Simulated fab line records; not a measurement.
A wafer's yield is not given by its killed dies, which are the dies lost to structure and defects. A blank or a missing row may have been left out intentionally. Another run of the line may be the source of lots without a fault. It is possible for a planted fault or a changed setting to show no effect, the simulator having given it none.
fab line records -- flow sky130
record: lots: 6, wafers: 18, last-day: 50
route steps=708 shown LDD_HVP@285 LDD_LDN@289 PAD_OPEN@708
lots with no fault: from the same line, run without faults
start-h: start of the lot's first displayed wafer, in hours after the record's first day -- wait-h: hours elapsed since this lot's preceding step -- " same as the row above -- L1.1+2: several wafers, shown together as one row -- - no value, or no start given -- * or withheld: withheld -- < > ~ a bound
route shown NAME@n: NAME is a module with steps in the file, n the number in the route of the first one -- usual: mean/standard deviation of fault-free wafers -- same: alike in all rows -- chamber/n: place in a boat -- sites: per-site readings -- _std_site: how widely they spread, as a standard deviation -- _edge_site: the outer-site mean with the inner-site mean subtracted -- radius-mm: how far each site lies from the wafer's centre -- mask NAME#n: copy n -- behind: the last tool/chamber to shape the wafer -- hold: reason for holding the lot/hours on hold/outcome of the hold -- device: the n, p or np transistor that did not switch -- end of line: the route-end tests of the same wafers -- a step without rows: its recipe alone -- killed: count of dies lost to structure and defects at first sort (not the wafer's yield) -- map: the dies of a wafer, with x for killed, . for not killed, _ for no die there
set.NAME: the run value of the setting; set.NAME@STEP: its run value at that earlier step -- model.NAME: the simulator's own value behind a step, which no gauge read
certain route steps with their lots: each step a table, each wafer a row
services: from which hour (start-h, from the record's first day; less than 0 if before it) a tool's chamber was out of use, for how many hours, and why
== steps ==
step: SKY_LDD_HVP_OVL_MEAS_07
usual: LDD_HVP_OVL: -0.2/1.2
lot.wafer,tool,chamber,start-h,wait-h,LDD_HVP_OVL[nm]
L115.1,overlay-01,-,553.35,0.1,0.3
L115.4,overlay-01,-,553.35,0.1,0.8
L115.6,overlay-01,-,553.35,0.1,-0.2
L120.1,overlay-01,-,584.25,0.1,0.9
L120.2,overlay-01,-,584.25,0.1,2.3
L120.6,overlay-01,-,584.25,0.1,-1.9
L124.2,overlay-02,-,606.30,0.1,-0.7
L124.3,overlay-02,-,606.30,0.1,-0.6
L124.4,overlay-02,-,606.30,0.1,-2.0
L129.1,overlay-02,-,659.85,0.1,2.3
L129.2,overlay-02,-,659.85,0.1,-0.4
L129.5,overlay-02,-,659.85,0.1,0.0
L132.1,overlay-02,-,680.45,0.1,-0.7
L132.4,overlay-02,-,680.45,0.1,-1.6
L132.5,overlay-02,-,680.45,0.1,1.2
L133.2,overlay-02,-,683.55,0.1,-1.0
L133.3,overlay-02,-,683.55,0.1,0.2
L133.5,overlay-02,-,683.55,0.1,-2.4
step: SKY_LDD_HVP_IMPLANT_08
recipe: species: B, energy-kev: 20, dose-cm2: 1.7e+13, tilt-deg: 17.9
step: SKY_LDD_HVP_STRIP_09
recipe: chemistry: O2/N2, power-w: 1400, pressure-mtorr: 1500, platen-temp-c: withheld, o2-flow-sccm: 3000, n2-flow-sccm: 300, overash-fraction: 0.5
usual: drypump-motor-current-A: 5.8/0.43, oes-product-au: 0.408/0.004, strip-time-to-endpoint-s: 4.131/0.016
lot.wafer,tool,chamber,start-h,wait-h,drypump-motor-current-A,oes-product-au,rf-hours-counter-h,strip-time-to-endpoint-s
L115.1,plasma-asher-01,1,553.53,0.1,5.3,0.412,70,4.121
L115.4,plasma-asher-01,0,553.53,0.1,6.0,0.410,-,4.140
L115.6,plasma-asher-01,1,553.53,0.1,5.3,0.411,-,4.111
L120.1,plasma-asher-04,1,584.43,0.1,6.5,0.410,45,4.124
L120.2,plasma-asher-04,0,584.43,0.1,6.0,0.411,45,4.130
L120.6,plasma-asher-04,0,584.43,0.1,6.0,0.413,-,4.123
L124.2,plasma-asher-04,1,606.48,0.1,6.5,0.407,47,4.143
L124.3,plasma-asher-04,0,606.48,0.1,6.0,0.405,-,4.132
L124.4,plasma-asher-04,1,606.48,0.1,6.5,0.413,-,4.147
L129.1,plasma-asher-02,0,660.03,0.1,5.6,0.407,107,4.126
L129.2,plasma-asher-02,1,660.03,0.1,5.3,0.412,107,4.127
L129.5,plasma-asher-02,0,660.03,0.1,5.6,0.411,-,4.146
L132.1,plasma-asher-04,1,680.63,0.1,6.5,0.409,55,4.112
L132.4,plasma-asher-04,1,680.63,0.1,6.5,0.402,-,4.147
L132.5,plasma-asher-04,1,680.63,0.1,6.5,0.408,-,4.136
L133.2,plasma-asher-04,0,683.73,0.1,6.1,0.407,56,4.161
L133.3,plasma-asher-04,1,683.73,0.1,6.5,0.410,-,4.153
L133.5,plasma-asher-04,0,683.73,0.1,6.0,0.401,-,4.132
step: SKY_LDD_HVP_TW_MEAS_10
usual: LDD_HVP_TW: 449/3.6
lot.wafer,tool,chamber,start-h,wait-h,LDD_HVP_TW
L115.1,film-metro-01,-,553.63,0.1,440
L115.4,film-metro-01,-,553.63,0.1,443
L115.6,film-metro-01,-,553.63,0.1,443
L120.1,film-metro-01,-,584.53,0.1,445
L120.2,film-metro-01,-,584.53,0.1,446
L120.6,film-metro-01,-,584.53,0.1,448
L124.2,film-metro-01,-,606.59,0.1,446
L124.3,film-metro-01,-,606.59,0.1,446
L124.4,film-metro-01,-,606.59,0.1,445
L129.1,film-metro-01,-,660.13,0.1,441
L129.2,film-metro-01,-,660.13,0.1,443
L129.5,film-metro-01,-,660.13,0.1,443
L132.1,film-metro-04,-,680.73,0.1,450
L132.4,film-metro-04,-,680.73,0.1,451
L132.5,film-metro-04,-,680.73,0.1,450
L133.2,film-metro-01,-,683.84,0.1,444
L133.3,film-metro-01,-,683.84,0.1,444
L133.5,film-metro-01,-,683.84,0.1,448
step: SKY_LDD_LDN_DEHYDRATE_00
recipe: temp-c: 200, time-s: 60
step: SKY_LDD_LDN_HMDS_01
recipe: prime-time-s: 60, prime-temp-c: 120
step: SKY_LDD_LDN_COAT_02
recipe: resist: NOVOLAK, spin-rpm: 3000, resist-thk-nm: 1140
step: SKY_LDD_LDN_SOFTBAKE_03
recipe: temp-c: 90, time-s: 60, resist: NOVOLAK
step: SKY_LDD_LDN_EXPOSE_04
recipe: mask-id: LDNTM, na: 0.6, source-shape: conventional, sigma-outer: 0.6, polarization: unpolarized, target-cd-nm: 700, dose-mj: 140
step: SKY_LDD_LDN_PEB_05
recipe: temp-c: withheld, time-s: *, resist: NOVOLAK
step: SKY_LDD_LDN_DEVELOP_06
recipe: resist: NOVOLAK, developer: TMAH, develop-time-s: 60, dev-temp-c: 23
step: SKY_LDD_LDN_OVL_MEAS_07
usual: LDD_LDN_OVL: 0.7/1.4
lot.wafer,tool,chamber,start-h,wait-h,LDD_LDN_OVL[nm]
L115.1,overlay-02,-,582.67,0.1,-0.9
L115.4,overlay-02,-,582.67,0.1,-0.6
L115.6,overlay-02,-,582.67,0.1,-0.4
L120.1,overlay-02,-,612.80,0.1,0.2
L120.2,overlay-02,-,612.80,0.1,0.0
L120.6,overlay-02,-,612.80,0.1,2.8
L124.2,overlay-01,-,635.25,0.1,2.3
L124.3,overlay-01,-,635.25,0.1,1.7
L124.4,overlay-01,-,635.25,0.1,0.7
L129.1,overlay-02,-,687.30,0.1,1.4
L129.2,overlay-02,-,687.30,0.1,0.5
L129.5,overlay-02,-,687.30,0.1,1.4
L132.1,overlay-02,-,708.57,0.1,0.6
L132.4,overlay-02,-,708.57,0.1,-1.4
L132.5,overlay-02,-,708.57,0.1,1.3
L133.2,overlay-02,-,711.93,0.1,1.7
L133.3,overlay-02,-,711.93,0.1,0.8
L133.5,overlay-02,-,711.93,0.1,1.3
step: SKY_LDD_LDN_IMPLANT_08
recipe: species: As, energy-kev: 15, dose-cm2: 1.25e+13, tilt-deg: withheld, rotation-deg: 23
usual: beam-energy-keV: 14.999/0.004, dose-ions-cm2: 1.2503e+13/1.3e+10
lot.wafer,tool,chamber,start-h,wait-h,beam-energy-keV,dose-ions-cm2,model.implant.drp-nm
L115.1,implanter-04,0,582.71,0.0,14.997,1.2499e+13,5.933
L115.4,implanter-04,0,582.71,0.0,14.992,1.2499e+13,5.933
L115.6,implanter-04,0,582.71,0.0,15.002,1.2503e+13,5.933
L120.1,implanter-04,0,612.83,0.0,14.598,1.2525e+13,5.822
L120.2,implanter-04,0,612.83,0.0,14.593,1.2498e+13,5.822
L120.6,implanter-04,0,612.83,0.0,14.595,1.2492e+13,5.822
L124.2,implanter-04,0,635.31,0.0,14.591,1.2516e+13,5.822
L124.3,implanter-04,0,635.31,0.0,14.592,1.2504e+13,5.822
L124.4,implanter-04,0,635.31,0.0,14.592,1.2488e+13,5.822
L129.1,implanter-01,0,687.33,0.0,15.005,1.2507e+13,5.933
L129.2,implanter-01,0,687.33,0.0,15.000,1.2499e+13,5.933
L129.5,implanter-01,0,687.33,0.0,14.999,1.2513e+13,5.933
L132.1,implanter-02,0,708.61,0.0,14.991,1.2537e+13,5.933
L132.4,implanter-02,0,708.61,0.0,14.997,1.2522e+13,5.933
L132.5,implanter-02,0,708.61,0.0,15.002,1.2546e+13,5.933
L133.2,implanter-01,0,711.99,0.0,14.997,1.2517e+13,5.933
L133.3,implanter-01,0,711.99,0.0,14.995,1.2512e+13,5.933
L133.5,implanter-01,0,711.99,0.0,14.998,1.2525e+13,5.933
step: SKY_LDD_LDN_IMPLANT_09
recipe: species: As, energy-kev: 15, dose-cm2: 1.25e+13, tilt-deg: withheld, rotation-deg: 113
step: SKY_PAD_OPEN_PROBE_99
usual: killed_at_M0_to_M3: 43/6.5, killed_at_M4_up: 3.3/2, killed-at-contacts: 24/5.2, killed-at-front-end: 16/4.2, killed-at-other: 0.3/0.6, killed-dies: 87/9.3, killed-open: 47/7.8, killed-short: 39/6.2
same: gross-dies: 492, killed-at-back-side: 0
lot.wafer,tool,chamber,start-h,wait-h,killed_at_M0_to_M3,killed_at_M4_up,killed-at-contacts,killed-at-front-end,killed-at-other,killed-dies,killed-open,killed-short
L115.1,prober-01,-,1112.80,0.1,36,1,19,15,0,71,31,39
L115.4,prober-01,-,1112.95,0.2,34,1,21,18,0,74,39,35
L115.6,prober-01,-,1113.05,0.2,34,4,13,20,0,71,39,32
L124.2,prober-01,-,1148.26,0.1,47,6,9,7,0,69,32,37
L124.3,prober-01,-,1148.31,0.2,34,4,21,10,1,70,41,28
L124.4,prober-01,-,1148.36,0.2,41,0,20,19,2,82,45,37
L129.1,prober-02,-,1180.40,0.1,45,2,21,13,0,81,43,36
L129.2,prober-02,-,1180.45,0.1,47,4,32,15,2,100,51,46
L129.5,prober-02,-,1180.60,0.2,33,7,24,15,0,79,39,40
L132.1,prober-01,-,1192.45,0.1,55,1,17,11,0,84,44,40
L132.4,prober-01,-,1192.60,0.2,32,1,19,14,0,66,37,29
L132.5,prober-01,-,1192.65,0.2,51,1,16,17,0,85,46,39
L133.2,prober-02,-,1193.14,0.1,41,2,36,18,0,97,57,40
L133.3,prober-02,-,1193.19,0.2,45,4,17,20,0,86,47,39
L133.5,prober-02,-,1193.29,0.2,48,2,25,15,0,90,55,35
killed by level:class
L115.1 LI_CONTACT:geometric-particle:open=7 FIELD_ISO:geometric-particle:short=6 METAL3:geometric-particle:short=6 VIA1:geometric-particle:open=5 CONTACT:geometric-particle:open=5 VIA1:geometric-particle:short=5 VIA3:geometric-particle:open=5 METAL2:geometric-particle:short=4
L115.4 VIA1:geometric-particle:open=7 FIELD_ISO:geometric-particle:short=6 LI_CONTACT:geometric-particle:open=6 CONTACT:geometric-particle:open=6 FIELD_ISO:geometric-particle:open=5 VIA3:geometric-particle:short=5 VIA2:geometric-particle:open=5 VIA3:geometric-particle:open=5
L115.6 VIA3:geometric-particle:open=10 FIELD_ISO:geometric-particle:open=5 VIA1:geometric-particle:open=5 VIA1:geometric-particle:short=4 LI_CONTACT:geometric-particle:open=4 CONTACT:geometric-particle:open=4 METAL1:geometric-particle:short=4 METAL2:geometric-particle:short=4
L124.2 VIA1:geometric-particle:open=10 METAL1:geometric-particle:short=7 VIA2:geometric-particle:short=6 VIA2:geometric-particle:open=6 VIA1:geometric-particle:short=5 VIA3:geometric-particle:short=5 LI_CONTACT:geometric-particle:open=4 METAL4:geometric-particle:short=4
L124.3 CONTACT:geometric-particle:open=10 VIA1:geometric-particle:open=9 METAL1:geometric-particle:short=6 LI_CONTACT:geometric-particle:open=5 METAL2:geometric-particle:short=5 VIA2:geometric-particle:open=4 FIELD_ISO:geometric-particle:open=3 POLY_GATE:geometric-particle:open=3
L124.4 VIA1:geometric-particle:open=11 POLY_GATE:geometric-particle:open=7 CONTACT:geometric-particle:open=7 POLY_GATE:geometric-particle:short=6 LI_CONTACT:geometric-particle:open=5 METAL3:geometric-particle:short=4 LI_CONTACT:geometric-particle:short=4 METAL1:geometric-particle:short=4
L129.1 VIA1:geometric-particle:open=7 LI_CONTACT:geometric-particle:open=7 VIA3:geometric-particle:open=7 METAL2:geometric-particle:short=6 CONTACT:geometric-particle:open=5 METAL1:geometric-particle:short=5 VIA1:geometric-particle:short=5 FIELD_ISO:geometric-particle:open=4
L129.2 VIA1:geometric-particle:open=11 LI_CONTACT:geometric-particle:open=9 CONTACT:geometric-particle:open=9 VIA3:geometric-particle:open=7 CONTACT:geometric-particle:short=6 METAL1:geometric-particle:short=6 LOCAL_INTERCONNECT:geometric-particle:short=5 VIA2:geometric-particle:open=4
L129.5 VIA1:geometric-particle:open=8 VIA3:geometric-particle:open=7 LI_CONTACT:geometric-particle:open=6 CONTACT:geometric-particle:open=6 METAL1:geometric-particle:short=6 METAL4:geometric-particle:short=6 LOCAL_INTERCONNECT:geometric-particle:short=5 FIELD_ISO:geometric-particle:short=4
L132.1 VIA2:geometric-particle:open=10 VIA1:geometric-particle:open=10 METAL2:geometric-particle:short=10 CONTACT:geometric-particle:open=5 METAL2:geometric-particle:open=5 POLY_GATE:geometric-particle:short=4 CONTACT:geometric-particle:short=4 VIA2:geometric-particle:short=4
L132.4 CONTACT:geometric-particle:open=10 VIA2:geometric-particle:open=7 FIELD_ISO:geometric-particle:open=4 POLY_GATE:geometric-particle:short=4 LI_CONTACT:geometric-particle:open=4 CONTACT:geometric-particle:short=4 METAL1:geometric-particle:short=4 VIA1:geometric-particle:short=4
L132.5 VIA2:geometric-particle:open=9 VIA1:geometric-particle:open=9 METAL2:geometric-particle:short=8 VIA1:geometric-particle:short=7 POLY_GATE:geometric-particle:open=6 CONTACT:geometric-particle:open=6 VIA3:geometric-particle:open=6 METAL1:geometric-particle:short=5
L133.2 LI_CONTACT:geometric-particle:open=13 CONTACT:geometric-particle:open=12 LOCAL_INTERCONNECT:geometric-particle:short=7 METAL1:geometric-particle:short=7 FIELD_ISO:geometric-particle:open=6 METAL2:geometric-particle:open=5 VIA3:geometric-particle:open=5 FIELD_ISO:geometric-particle:short=4
L133.3 VIA1:geometric-particle:open=9 CONTACT:geometric-particle:open=7 VIA1:geometric-particle:short=7 VIA2:geometric-particle:open=6 VIA3:geometric-particle:open=6 FIELD_ISO:geometric-particle:short=5 FIELD_ISO:geometric-particle:open=5 POLY_GATE:geometric-particle:open=5
L133.5 CONTACT:geometric-particle:open=12 VIA3:geometric-particle:open=9 VIA1:geometric-particle:open=8 FIELD_ISO:geometric-particle:open=6 LI_CONTACT:geometric-particle:open=6 VIA1:geometric-particle:short=6 VIA2:geometric-particle:open=6 METAL1:geometric-particle:short=5
== services ==
tool,chamber,start-h,hours,kind
implanter-01,-,531.52,2.8,repair
plasma-asher-04,-,547.36,5.3,repair
plasma-asher-02,-,556.55,1.0,repair
implanter-04,-,569.35,4.8,pm
implanter-01,-,572.61,19.6,pm
implanter-02,-,578.69,2.2,repair
implanter-01,-,592.19,1.0,repair
plasma-asher-01,-,593.20,0.7,repair
implanter-04,-,595.89,1.7,repair
implanter-01,-,607.51,19.4,pm
implanter-04,-,626.97,3.2,repair
implanter-01,-,633.29,5.2,pm
implanter-04,-,646.46,3.0,repair
implanter-02,-,648.57,1.7,repair
plasma-asher-01,-,652.23,0.6,repair
plasma-asher-02,-,676.57,8.3,repair
plasma-asher-02,-,679.12,1.8,repair
plasma-asher-01,-,679.83,4.3,pm
implanter-02,-,688.69,2.9,repair
plasma-asher-04,-,691.78,16.8,repair
plasma-asher-02,-,697.77,1.1,repair
implanter-02,-,705.97,1.0,repair
== key ==
first-sign: step: SKY_LDD_LDN_IMPLANT_08, reading: beam-energy-keV, direction: down, sigmas: 99+, usual: *, struck: *
effect none on later readings
model-effect: step: SKY_LDD_LDN_IMPLANT_08, value: implant.drp-nm, without: 5.933, struck: 5.822
met-at SKY_LDD_LDN_IMPLANT_08
struck-wafers L120.1,L120.2,L120.6,L124.2,L124.3,L124.4
tester-left-out L120,L124
onset-between 582.71 612.83
fault: kind: process-parameter-drift, tool: implanter-04, chamber: -, onset-h: 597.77, steps: SKY_LDD_LDN_IMPLANT_08, channel: energy-kev, offset: *, shape: step, end-h: 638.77, acts-in: *, stated: *
tester-left-out: of these lots the tester's yield and bins aren't shown, on N5 and GAA mostly nor the transistor test; their killed dies are dies lost to structure and defects alone, not to doping, threshold or leakage, so they don't give the yield
